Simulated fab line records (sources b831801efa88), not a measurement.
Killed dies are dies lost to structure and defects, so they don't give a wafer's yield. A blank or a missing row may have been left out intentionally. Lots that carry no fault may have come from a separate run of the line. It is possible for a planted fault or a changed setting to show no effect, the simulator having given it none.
A struck lot beside a sound one :: flow sky130 :: 16 steps out of a route of 708
Sound: wafers L988.1, L988.2, L988.3. Struck: wafer L999.4. (L999.2, L999.3 of the same lot were not struck and are left out.) The cause comes at the end.
Each step with rows lists, per side, the tool, then ch with its chambers, then its first start. Under that, the readings that differ: sound wafers :: struck wafers :: difference of the means :: sigmas: that difference in standard deviations of wafers without a fault.
alike: same words and numbers on both sides, and readings whose means sit less than 2 such deviations apart. not compared: any withheld reading, any reading some wafer has no value for, any bound like >300 that may hide the same value, and any number with overlapping values for which the record gives no deviation.
The two part at a step that has a row with sigmas, a row that says differs or no value, or rows on one side only. When numbers do not overlap yet have no deviation, they are printed without sigmas and do not part them. A reading missing from all wafers of one side parts the sides only when that side holds two or more wafers.

first, 2 steps without rows for these wafers: SKY_METAL4_PEB_11; SKY_METAL4_DEVELOP_12 (develop time 60 s).
SKY_METAL4_CD_MEAS_13 targets a cd of 300 nm.
  sound on cd sem-02 at day 44 07:35; struck on cd sem-01 at day 46 19:23
  alike: cd nm
SKY_METAL4_OVL_MEAS_14:
  sound on overlay-02 at day 44 07:42; struck on overlay-02 at day 46 19:29
  alike: METAL4_OVL
SKY_METAL4_DESCUM_15: chemistry O2, time 8 s.
  sound on rie metal-03 ch 0,1, day 44 07:44; struck on rie metal-02 ch 0, day 46 19:31
  alike: drypump motor current A, oes product au
  not compared: rf hours counter h
SKY_METAL4_ETCH_16: etches BARC in N2/H2, stops on SiO2, time 88.2 s, target depth 60 nm.
  sound on rie metal-03 ch 0,1, day 44 07:47; struck on rie metal-02 ch 0, day 46 19:32
reading: n2 flow sccm (sccm)
sound: 99.94 99.71 99.99
struck: 100.43
difference: +0.55
sigmas: +2
  alike: bias w, drypump motor current A, oes product au, throttle valve pct
  not compared: rf hours counter h
SKY_METAL4_ETCH_17: etches SiO2 in C4F8/O2/Ar, stops on TiN, time 3.9 s, target depth 15 nm.
  sound on rie diel-01 ch 0,1,2, day 44 07:55; struck on rie diel-02 ch 2, day 46 19:38
  alike: bias w, oes product au
  not compared: rf hours counter h
SKY_METAL4_METAL_ETCH_18: etches the open film in Cl2/BCl3, stops on SiO2, target depth 845 nm, time 183.1 s.
  sound on rie metal-02 ch 0,1, day 44 07:56; struck on rie metal-03 ch 1, day 46 19:40
  alike: bias w, drypump motor current A, oes product au, throttle valve pct
  not compared: rf hours counter h
SKY_METAL4_STRIP_19: strips in O2/N2.
  sound on plasma asher-02 ch 0,1, day 44 08:10; struck on plasma asher-04 ch 0, day 46 19:50
reading: oes product au (a.u.)
sound: 0.500 0.501 0.493
struck: 0.512
difference: +0.014
sigmas: +2

reading: strip time to endpoint s (s)
sound: 6.45 6.59 6.45
struck: 6.70
difference: +0.20
sigmas: +3
  alike: drypump motor current A, n2 flow sccm
  not compared: rf hours counter h
then, 3 steps without rows for these wafers: SKY_METAL4_STRIP_20 (strips in post etch residue remover, time 1200 s); SKY_METAL4_CLEAN_21 (cleans in IPA, time 180 s); SKY_METAL4_CLEAN_22 (cleans in O3/DIW).
SKY_VIA4_HDPCVD_00: deposits SiO2, target thk 1750 nm, time 291.7 s.
  sound on hdpcvd-02 ch 0,1,2, day 44 08:47; struck on hdpcvd-01 ch 2, day 46 20:26
reading: run length s (s)
sound: 320.0 319.4 319.8
struck: 301.5
difference: -18.2
sigmas: -24

reading: model.SiO2_of_VIA4_HDPCVD_00.thk nm (nm)
sound: 1776 1779 1754
struck: 1628
difference: -142
sigmas: 
SKY_VIA4_THK_MEAS_01:
  sound on film metro-02 at day 44 08:58; struck on film metro-01 at day 46 20:38
reading: VIA4_HDPCVD_THK (nm)
sound: 1776 1780 1754
struck: 1626
difference: -144
sigmas: -10
then, 2 steps without rows for these wafers: SKY_VIA4_CMP_02 (polishes SiO2); SKY_PAD_OPEN_PROBE_99.

## WHERE THEY PART
Last at SKY_VIA4_THK_MEAS_01 as far as this record goes, first at SKY_METAL4_ETCH_16.

WHY: what had been put in by the simulator
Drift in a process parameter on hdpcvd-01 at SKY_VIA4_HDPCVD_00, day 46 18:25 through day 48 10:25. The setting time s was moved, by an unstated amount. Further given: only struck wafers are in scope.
